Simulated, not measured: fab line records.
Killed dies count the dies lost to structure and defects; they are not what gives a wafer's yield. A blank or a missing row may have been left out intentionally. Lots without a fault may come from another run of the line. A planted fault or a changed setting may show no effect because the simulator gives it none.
fab line records	flow gf180mcu
record lots=24	wafers=72	last_day=34
route steps=602 shown V4@481 MIM@505 V5@541
lots with no fault: from the same line, run without faults
start_h: hours from the record's opening day to when the first of the lot's shown wafers began	wait_h: time in hours since the lot's previous step	" the same as in the row above	L1.1+2: several wafers, shown together as one row	- no value, or no start given	* or withheld: withheld	< > ~ a bound
route shown NAME@n: NAME is a module with steps in the file, n the number in the route of the first one	usual: mean/standard deviation of fault-free wafers	same: alike in all rows	chamber/n: place in a boat	sites: readings site by site	_std_site: how widely they spread, as a standard deviation	_edge_site: the outer-site mean with the inner-site mean subtracted	radius_mm: how far each site lies from the wafer's centre	mask NAME#n: copy n	behind: tool/chamber where the wafer was last shaped	hold: cause of the lot's hold/its duration in hours/its outcome	device: names the non-switching transistor (n, p or np)	end of line: at the end of the route, the tests of the same wafers	a step with no rows: only its recipe	killed: dies that structure and defects cost at the first sort, which is not the same as the wafer's yield	map: a wafer's dies, x killed, . not, _ none there
set.NAME: setting as actually run; set.NAME@STEP: the setting as run at that earlier step	model.NAME: the simulator's own value behind a step, which no gauge read
route steps across a sampled set of lots; one table per step, one row per wafer
services: the hour from which a tool's chamber was out of use, counted from the record's first day as start_h (under 0 if before that day), plus the number of hours and why
## steps
# step GF_V4_BOW_MEAS_05
# recipe mode=bow
# usual V4_BOW=133/8.9
lot.wafer	tool	chamber	start_h	wait_h	V4_BOW[um]
L074.2	film_metro-04	-	539.13	0.3	136
L074.5	"	-	"	"	137
L074.6	"	-	"	"	139
L075.1	film_metro-02	-	544.73	0.1	139
L075.2	"	-	"	"	128
L075.6	"	-	"	"	142
L076.2	film_metro-04	-	557.01	0.2	140
L076.3	"	-	"	"	126
L076.6	"	-	"	"	134
L077.1	film_metro-04	-	560.07	0.1	133
L077.5	"	-	"	"	123
L077.6	"	-	"	"	119
L078.2	film_metro-03	-	569.79	0.3	135
L078.4	"	-	"	"	132
L078.6	"	-	"	"	131
L079.3	film_metro-03	-	585.74	0.2	128
L079.5	"	-	"	"	123
L079.6	"	-	"	"	123
L080.4	film_metro-03	-	594.64	0.2	141
L080.5	"	-	"	"	149
L080.6	"	-	"	"	134
L081.1	film_metro-04	-	600.34	0.1	135
L081.3	"	-	"	"	147
L081.6	"	-	"	"	130
L082.1	film_metro-02	-	609.04	0.1	113
L082.2	"	-	"	"	118
L082.6	"	-	"	"	121
L083.4	film_metro-03	-	617.47	0.2	151
L083.5	"	-	"	"	141
L083.6	"	-	"	"	130
L084.1	film_metro-03	-	620.01	0.2	138
L084.2	"	-	"	"	129
L084.4	"	-	"	"	133
L085.1	film_metro-04	-	626.66	0.1	137
L085.2	"	-	"	"	143
L085.4	"	-	"	"	135
L086.3	film_metro-02	-	631.48	0.1	128
L086.5	"	-	"	"	129
L086.6	"	-	"	"	125
L087.1	film_metro-04	-	646.33	0.1	127
L087.5	"	-	"	"	117
L087.6	"	-	"	"	125
L088.1	film_metro-03	-	651.37	0.1	137
L088.3	"	-	"	"	130
L088.5	"	-	"	"	136
L089.3	film_metro-02	-	661.96	0.2	146
L089.4	"	-	"	"	142
L089.5	"	-	"	"	148
L090.3	film_metro-04	-	664.46	0.1	129
L090.4	"	-	"	"	143
L090.5	"	-	"	"	132
L091.3	film_metro-03	-	666.28	0.1	129
L091.4	"	-	"	"	132
L091.5	"	-	"	"	126
L092.1	film_metro-04	-	674.44	0.1	135
L092.5	"	-	"	"	125
L092.6	"	-	"	"	137
L093.2	film_metro-02	-	677.25	0.1	127
L093.4	"	-	"	"	144
L093.6	"	-	"	"	131
L094.2	film_metro-03	-	683.59	0.1	148
L094.3	"	-	"	"	139
L094.4	"	-	"	"	143
L095.1	film_metro-03	-	690.48	0.1	124
L095.3	"	-	"	"	133
L095.4	"	-	"	"	130
L096.1	film_metro-02	-	701.09	0.2	128
L096.2	"	-	"	"	126
L096.6	"	-	"	"	126
L097.2	film_metro-02	-	712.70	0.2	121
L097.4	"	-	"	"	115
L097.5	"	-	"	"	105
# step GF_V4_STRIP_18
# recipe chemistry=O2/N2	power_w=1400	pressure_mtorr=1500	platen_temp_c=250	o2_flow_sccm=3000	n2_flow_sccm=300	overash_fraction=0.5
# usual drypump_motor_current_A=5.8/0.32	heater_power_w=337/33	oes_product_au=0.593/0.0045
lot.wafer	tool	chamber	start_h	wait_h	drypump_motor_current_A	heater_power_w	oes_product_au	rf_hours_counter_h
L074.2	plasma_asher-04	1	562.04	-	6.3	388	0.595	15
L074.5	"	1	"	"	6.3	390	0.583	-
L074.6	"	0	"	"	5.5	301	0.591	-
L075.1	plasma_asher-04	1	567.19	-	6.3	388	0.592	16
L075.2	"	0	"	"	5.5	303	0.591	16
L075.6	"	0	"	"	5.5	296	0.585	-
L076.2	plasma_asher-02	1	579.29	-	6.0	318	0.593	89
L076.3	"	1	"	"	6.1	316	0.595	-
L076.6	"	1	"	"	6.0	328	0.592	-
L077.1	plasma_asher-02	1	582.69	-	6.0	333	0.590	89
L077.5	"	0	"	"	5.6	333	0.595	-
L077.6	"	1	"	"	5.9	321	0.592	-
L078.2	plasma_asher-02	0	592.34	-	5.6	334	0.591	90
L078.4	"	1	"	"	6.0	316	0.585	-
L078.6	"	1	"	"	6.0	312	0.596	-
L079.3	plasma_asher-04	1	607.27	-	6.3	389	0.588	-
L079.5	"	0	"	"	5.5	306	0.595	-
L079.6	"	1	"	"	6.2	382	0.593	-
L080.4	plasma_asher-02	0	614.92	-	5.6	330	0.595	-
L080.5	"	0	"	"	5.6	331	0.593	-
L080.6	"	1	"	"	6.0	319	0.586	-
L081.1	plasma_asher-01	0	620.74	-	5.4	367	0.592	48
L081.3	"	1	"	"	6.0	302	0.588	-
L081.6	"	0	"	"	5.4	371	0.594	-
L082.1	plasma_asher-04	0	629.89	-	5.5	309	0.596	23
L082.2	"	1	"	"	6.3	401	0.598	23
L082.6	"	1	"	"	6.2	387	0.593	-
L083.4	plasma_asher-04	1	638.07	-	6.3	393	0.590	-
L083.5	"	1	"	"	6.3	393	0.596	-
L083.6	"	0	"	"	5.5	311	0.592	-
L084.1	plasma_asher-02	0	640.54	-	5.6	334	0.592	96
L084.2	"	1	"	"	6.0	320	0.594	96
L084.4	"	1	"	"	6.0	321	0.588	-
L085.1	plasma_asher-02	1	646.34	-	6.1	325	0.599	96
L085.2	"	0	"	"	5.6	328	0.600	96
L085.4	"	0	"	"	5.6	333	0.589	-
L086.3	plasma_asher-02	0	651.67	-	5.6	340	0.591	-
L086.5	"	0	"	"	5.6	338	0.598	-
L086.6	"	1	"	"	6.0	313	0.588	-
L087.1	plasma_asher-01	1	666.19	-	6.0	302	0.583	53
L087.5	"	0	"	"	5.4	363	0.598	-
L087.6	"	1	"	"	6.0	304	0.591	-
L088.1	plasma_asher-01	0	670.94	-	5.4	371	0.592	54
L088.3	"	1	"	"	6.0	307	0.590	-
L088.5	"	0	"	"	5.4	370	0.590	-
L089.3	plasma_asher-04	1	681.27	-	6.3	394	0.581	-
L089.4	"	0	"	"	5.5	301	0.595	-
L089.5	"	0	"	"	5.5	309	0.592	-
L090.3	plasma_asher-04	0	683.92	-	5.5	305	0.591	-
L090.4	"	1	"	"	6.3	394	0.588	-
L090.5	"	1	"	"	6.3	398	0.600	-
L091.3	plasma_asher-04	0	685.97	-	5.5	306	0.597	-
L091.4	"	1	"	"	6.3	390	0.582	-
L091.5	"	0	"	"	5.5	313	0.588	-
L092.1	plasma_asher-02	0	694.29	-	5.6	328	0.600	101
L092.5	"	0	"	"	5.6	346	0.590	-
L092.6	"	1	"	"	6.1	321	0.593	-
L093.2	plasma_asher-02	0	695.99	-	5.6	338	0.590	102
L093.4	"	1	"	"	6.0	310	0.586	-
L093.6	"	0	"	"	5.6	339	0.600	-
L094.2	plasma_asher-04	1	703.11	-	6.2	389	0.588	30
L094.3	"	0	"	"	5.5	305	0.598	-
L094.4	"	1	"	"	6.3	395	0.592	-
L095.1	plasma_asher-01	1	709.09	-	6.0	299	0.592	58
L095.3	"	0	"	"	5.4	363	0.589	-
L095.4	"	1	"	"	6.0	301	0.588	-
L096.1	plasma_asher-01	0	719.51	-	5.4	360	0.591	59
L096.2	"	1	"	"	6.0	308	0.589	59
L096.6	"	0	"	"	5.4	381	0.592	-
L097.2	plasma_asher-02	1	730.44	-	6.0	316	0.586	105
L097.4	"	1	"	"	6.1	318	0.591	-
L097.5	"	1	"	"	6.1	322	0.586	-
# step GF_V4_THK_MEAS_25
# recipe thk_meas_gauge=xrf	reads=W_of_V4_CVD_23
# usual V4_W_THK=354/5
lot.wafer	tool	chamber	start_h	wait_h	V4_W_THK[nm]
L074.2	film_metro-04	-	562.92	0.1	359
L074.5	"	-	"	"	349
L074.6	"	-	"	"	359
L075.1	film_metro-03	-	568.05	0.1	346
L075.2	"	-	"	"	345
L075.6	"	-	"	"	348
L076.2	film_metro-03	-	580.17	0.1	349
L076.3	"	-	"	"	357
L076.6	"	-	"	"	357
L077.1	film_metro-04	-	583.55	0.1	354
L077.5	"	-	"	"	354
L077.6	"	-	"	"	353
L078.2	film_metro-03	-	593.22	0.1	357
L078.4	"	-	"	"	354
L078.6	"	-	"	"	353
L079.3	film_metro-03	-	608.12	0.1	354
L079.5	"	-	"	"	350
L079.6	"	-	"	"	360
L080.4	film_metro-03	-	615.78	0.1	351
L080.5	"	-	"	"	356
L080.6	"	-	"	"	353
L081.1	film_metro-04	-	621.61	0.1	350
L081.3	"	-	"	"	343
L081.6	"	-	"	"	344
L082.1	film_metro-02	-	630.78	0.1	357
L082.2	"	-	"	"	368
L082.6	"	-	"	"	364
L083.4	film_metro-03	-	638.95	0.1	357
L083.5	"	-	"	"	359
L083.6	"	-	"	"	356
L084.1	film_metro-03	-	641.43	0.1	357
L084.2	"	-	"	"	352
L084.4	"	-	"	"	354
L085.1	film_metro-04	-	647.20	0.1	352
L085.2	"	-	"	"	355
L085.4	"	-	"	"	352
L086.3	film_metro-04	-	652.52	0.1	351
L086.5	"	-	"	"	360
L086.6	"	-	"	"	351
L087.1	film_metro-04	-	667.09	0.1	356
L087.5	"	-	"	"	361
L087.6	"	-	"	"	350
L088.1	film_metro-04	-	671.80	0.1	355
L088.3	"	-	"	"	353
L088.5	"	-	"	"	351
L089.3	film_metro-03	-	682.12	0.1	363
L089.4	"	-	"	"	351
L089.5	"	-	"	"	360
L090.3	film_metro-02	-	684.77	0.1	346
L090.4	"	-	"	"	358
L090.5	"	-	"	"	352
L091.3	film_metro-03	-	686.82	0.1	352
L091.4	"	-	"	"	351
L091.5	"	-	"	"	351
L092.1	film_metro-02	-	695.16	0.1	356
L092.5	"	-	"	"	355
L092.6	"	-	"	"	357
L093.2	film_metro-04	-	696.86	0.1	351
L093.4	"	-	"	"	357
L093.6	"	-	"	"	351
L094.2	film_metro-04	-	703.98	0.1	358
L094.3	"	-	"	"	349
L094.4	"	-	"	"	351
L095.1	film_metro-03	-	709.96	0.1	359
L095.3	"	-	"	"	352
L095.4	"	-	"	"	352
L096.1	film_metro-03	-	720.39	0.1	351
L096.2	"	-	"	"	350
L096.6	"	-	"	"	351
L097.2	film_metro-03	-	731.32	0.1	349
L097.4	"	-	"	"	352
L097.5	"	-	"	"	353
# step GF_MIM_SPUTTER_02
# recipe material=AlCu	target_thk_nm=450	power_w=10600	time_s=23.9	chamber_pressure_pa=0.4
# usual throttle_valve_pct=30.0/0.79
lot.wafer	tool	chamber	start_h	wait_h	throttle_valve_pct
L074.2	pvd_sputter-01	-	563.40	0.0	29.8
L074.5	"	-	"	"	30.1
L074.6	"	-	"	"	30.0
L075.1	pvd_sputter-01	-	568.54	0.0	29.5
L075.2	"	-	"	"	30.0
L075.6	"	-	"	"	29.8
L076.2	pvd_sputter-01	-	580.65	0.0	29.8
L076.3	"	-	"	"	30.2
L076.6	"	-	"	"	29.6
L077.1	pvd_sputter-01	-	584.04	0.0	31.5
L077.5	"	-	"	"	31.2
L077.6	"	-	"	"	30.0
L078.2	pvd_sputter-04	-	593.70	0.0	30.7
L078.4	"	-	"	"	29.4
L078.6	"	-	"	"	30.7
L079.3	pvd_sputter-03	-	608.59	0.0	30.1
L079.5	"	-	"	"	30.1
L079.6	"	-	"	"	30.3
L080.4	pvd_sputter-04	-	616.24	0.0	29.8
L080.5	"	-	"	"	31.0
L080.6	"	-	"	"	28.5
L081.1	pvd_sputter-04	-	622.10	0.0	31.0
L081.3	"	-	"	"	28.7
L081.6	"	-	"	"	30.7
L082.1	pvd_sputter-04	-	631.27	0.0	28.7
L082.2	"	-	"	"	29.7
L082.6	"	-	"	"	31.1
L083.4	pvd_sputter-03	-	639.41	0.0	30.0
L083.5	"	-	"	"	28.9
L083.6	"	-	"	"	29.6
L084.1	pvd_sputter-01	-	641.92	0.0	31.1
L084.2	"	-	"	"	29.7
L084.4	"	-	"	"	30.2
L085.1	pvd_sputter-01	-	647.69	0.0	29.9
L085.2	"	-	"	"	31.2
L085.4	"	-	"	"	31.5
L086.3	pvd_sputter-03	-	652.99	0.0	29.0
L086.5	"	-	"	"	29.6
L086.6	"	-	"	"	29.0
L087.1	pvd_sputter-01	-	667.58	0.0	29.7
L087.5	"	-	"	"	30.2
L087.6	"	-	"	"	31.5
L088.1	pvd_sputter-03	-	672.29	0.0	30.1
L088.3	"	-	"	"	30.2
L088.5	"	-	"	"	30.3
L089.3	pvd_sputter-01	-	682.80	0.0	31.4
L089.4	"	-	"	"	29.8
L089.5	"	-	"	"	29.9
L090.3	pvd_sputter-01	-	685.47	0.0	30.2
L090.4	"	-	"	"	30.1
L090.5	"	-	"	"	31.5
L091.3	pvd_sputter-01	-	687.29	0.0	30.0
L091.4	"	-	"	"	30.2
L091.5	"	-	"	"	29.7
L092.1	pvd_sputter-03	-	695.85	0.0	29.4
L092.5	"	-	"	"	30.1
L092.6	"	-	"	"	28.9
L093.2	pvd_sputter-04	-	697.34	0.0	29.6
L093.4	"	-	"	"	31.1
L093.6	"	-	"	"	29.5
L094.2	pvd_sputter-04	-	704.46	0.0	29.6
L094.3	"	-	"	"	28.6
L094.4	"	-	"	"	30.9
L095.1	pvd_sputter-04	-	710.45	0.0	28.4
L095.3	"	-	"	"	31.0
L095.4	"	-	"	"	29.6
L096.1	pvd_sputter-04	-	720.88	0.0	30.8
L096.2	"	-	"	"	29.5
L096.6	"	-	"	"	29.4
L097.2	pvd_sputter-01	-	731.80	0.0	29.8
L097.4	"	-	"	"	29.4
L097.5	"	-	"	"	29.6
# step GF_MIM_SPUTTER_08
# recipe material=AlCu	target_thk_nm=200	power_w=10600	time_s=10.6	chamber_pressure_pa=0.4
# usual throttle_valve_pct=30.0/0.74
lot.wafer	tool	chamber	start_h	wait_h	throttle_valve_pct
L074.2	pvd_sputter-04	-	563.63	0.0	30.8
L074.5	"	-	"	"	28.6
L074.6	"	-	"	"	29.6
L075.1	pvd_sputter-03	-	568.77	0.0	30.1
L075.2	"	-	"	"	29.9
L075.6	"	-	"	"	29.8
L076.2	pvd_sputter-04	-	580.88	0.0	29.5
L076.3	"	-	"	"	28.4
L076.6	"	-	"	"	30.7
L077.1	pvd_sputter-03	-	584.27	0.0	29.1
L077.5	"	-	"	"	29.7
L077.6	"	-	"	"	30.0
L078.2	pvd_sputter-01	-	593.93	0.0	29.9
L078.4	"	-	"	"	31.5
L078.6	"	-	"	"	29.7
L079.3	pvd_sputter-01	-	608.82	0.0	30.1
L079.5	"	-	"	"	31.3
L079.6	"	-	"	"	30.1
L080.4	pvd_sputter-01	-	616.47	0.0	29.8
L080.5	"	-	"	"	29.4
L080.6	"	-	"	"	30.0
L081.1	pvd_sputter-01	-	622.33	0.0	29.9
L081.3	"	-	"	"	30.0
L081.6	"	-	"	"	29.8
L082.1	pvd_sputter-01	-	631.50	0.0	31.5
L082.2	"	-	"	"	29.5
L082.6	"	-	"	"	30.1
L083.4	pvd_sputter-04	-	639.64	0.0	31.0
L083.5	"	-	"	"	28.3
L083.6	"	-	"	"	30.9
L084.1	pvd_sputter-01	-	642.15	0.0	29.9
L084.2	"	-	"	"	31.2
L084.4	"	-	"	"	29.8
L085.1	pvd_sputter-03	-	647.92	0.0	30.2
L085.2	"	-	"	"	29.1
L085.4	"	-	"	"	30.0
L086.3	pvd_sputter-01	-	653.22	0.0	31.2
L086.5	"	-	"	"	29.9
L086.6	"	-	"	"	29.8
L087.1	pvd_sputter-01	-	667.81	0.0	31.3
L087.5	"	-	"	"	29.5
L087.6	"	-	"	"	29.8
L088.1	pvd_sputter-01	-	672.52	0.0	31.6
L088.3	"	-	"	"	29.8
L088.5	"	-	"	"	29.8
L089.3	pvd_sputter-03	-	683.03	0.0	30.1
L089.4	"	-	"	"	29.7
L089.5	"	-	"	"	30.4
L090.3	pvd_sputter-04	-	685.70	0.0	30.6
L090.4	"	-	"	"	30.7
L090.5	"	-	"	"	30.8
L091.3	pvd_sputter-03	-	687.52	0.0	29.8
L091.4	"	-	"	"	29.9
L091.5	"	-	"	"	29.8
L092.1	pvd_sputter-01	-	696.07	0.0	29.8
L092.5	"	-	"	"	29.7
L092.6	"	-	"	"	30.2
L093.2	pvd_sputter-03	-	697.57	0.0	30.0
L093.4	"	-	"	"	30.1
L093.6	"	-	"	"	30.3
L094.2	pvd_sputter-03	-	704.69	0.0	29.2
L094.3	"	-	"	"	30.3
L094.4	"	-	"	"	29.9
L095.1	pvd_sputter-01	-	710.68	0.0	29.8
L095.3	"	-	"	"	29.6
L095.4	"	-	"	"	29.8
L096.1	pvd_sputter-01	-	721.10	0.0	31.4
L096.2	"	-	"	"	30.1
L096.6	"	-	"	"	29.6
L097.2	pvd_sputter-04	-	732.03	0.0	30.6
L097.4	"	-	"	"	29.9
L097.5	"	-	"	"	28.5
# step GF_V5_THK_MEAS_01
# recipe reads=SiO2_of_V5_CVD_00
# usual V5_CVD_00_THK=299.6/2.4
lot.wafer	tool	chamber	start_h	wait_h	V5_CVD_00_THK[nm]
L074.2	film_metro-01	-	608.18	0.0	300.7
L074.5	"	-	"	"	305.0
L074.6	"	-	"	"	302.2
L075.1	film_metro-01	-	611.84	0.0	301.6
L075.2	"	-	"	"	301.8
L075.6	"	-	"	"	299.6
L076.2	film_metro-01	-	623.36	0.0	299.5
L076.3	"	-	"	"	300.1
L076.6	"	-	"	"	298.5
L077.1	film_metro-02	-	626.89	0.0	301.4
L077.5	"	-	"	"	298.1
L077.6	"	-	"	"	295.5
L078.2	film_metro-04	-	636.02	0.0	299.2
L078.4	"	-	"	"	297.2
L078.6	"	-	"	"	299.6
L079.3	film_metro-01	-	650.31	0.0	298.1
L079.5	"	-	"	"	301.6
L079.6	"	-	"	"	302.0
L080.4	film_metro-04	-	657.30	0.0	297.9
L080.5	"	-	"	"	298.0
L080.6	"	-	"	"	297.1
L081.1	film_metro-04	-	664.20	0.0	301.1
L081.3	"	-	"	"	301.5
L081.6	"	-	"	"	301.0
L082.1	film_metro-01	-	672.87	0.0	296.6
L082.2	"	-	"	"	295.5
L082.6	"	-	"	"	297.2
L083.4	film_metro-01	-	679.42	0.0	301.1
L083.5	"	-	"	"	302.3
L083.6	"	-	"	"	302.6
L084.1	film_metro-02	-	682.23	0.0	299.2
L084.2	"	-	"	"	298.5
L084.4	"	-	"	"	296.3
L085.1	film_metro-04	-	686.81	0.0	298.8
L085.2	"	-	"	"	295.4
L085.4	"	-	"	"	294.7
L086.3	film_metro-02	-	692.81	0.0	294.9
L086.5	"	-	"	"	296.0
L086.6	"	-	"	"	299.5
L087.1	film_metro-01	-	705.95	0.0	299.0
L087.5	"	-	"	"	301.3
L087.6	"	-	"	"	300.9
L088.1	film_metro-01	-	711.68	0.0	302.0
L088.3	"	-	"	"	303.7
L088.5	"	-	"	"	304.8
L089.3	film_metro-02	-	721.12	0.0	298.0
L089.4	"	-	"	"	298.1
L089.5	"	-	"	"	299.2
L090.3	film_metro-02	-	722.46	0.0	300.9
L090.4	"	-	"	"	300.1
L090.5	"	-	"	"	302.3
L091.3	film_metro-02	-	725.01	0.0	302.5
L091.4	"	-	"	"	297.4
L091.5	"	-	"	"	299.2
L092.1	film_metro-02	-	733.64	0.0	302.3
L092.5	"	-	"	"	303.1
L092.6	"	-	"	"	302.8
L093.2	film_metro-02	-	734.73	0.1	298.7
L093.4	"	-	"	"	300.0
L093.6	"	-	"	"	297.9
L094.2	film_metro-04	-	741.80	0.0	300.6
L094.3	"	-	"	"	297.6
L094.4	"	-	"	"	299.3
L095.1	film_metro-01	-	746.49	0.0	299.4
L095.3	"	-	"	"	301.1
L095.4	"	-	"	"	298.9
L096.1	film_metro-01	-	755.32	0.0	298.4
L096.2	"	-	"	"	298.2
L096.6	"	-	"	"	300.0
L097.2	film_metro-02	-	767.05	0.0	299.7
L097.4	"	-	"	"	297.5
L097.5	"	-	"	"	297.5
## services
tool	chamber	start_h	hours	kind
pvd_sputter-01	1	548.08	-	consumable_replace:kit
pvd_sputter-01	1	548.08	18.0	scheduled_down
pvd_sputter-01	1	548.08	18.0	vent_cycle
pvd_sputter-01	-	554.83	7.3	repair
plasma_asher-02	-	563.33	1.8	repair
plasma_asher-01	-	566.48	1.1	repair
plasma_asher-04	-	614.76	2.8	repair
pvd_sputter-01	-	639.22	1.9	repair
pvd_sputter-04	-	641.95	9.4	repair
pvd_sputter-01	0	644.63	-	consumable_replace:kit
pvd_sputter-01	0	644.63	18.0	scheduled_down
pvd_sputter-01	0	644.63	18.0	vent_cycle
pvd_sputter-04	3	670.40	-	consumable_replace:kit
pvd_sputter-04	3	670.40	18.0	scheduled_down
pvd_sputter-04	3	670.40	18.0	vent_cycle
pvd_sputter-04	-	676.15	3.5	repair
pvd_sputter-03	0	725.99	-	consumable_replace:kit
pvd_sputter-03	0	725.99	18.0	scheduled_down
pvd_sputter-03	0	725.99	18.0	vent_cycle
## key
fault none
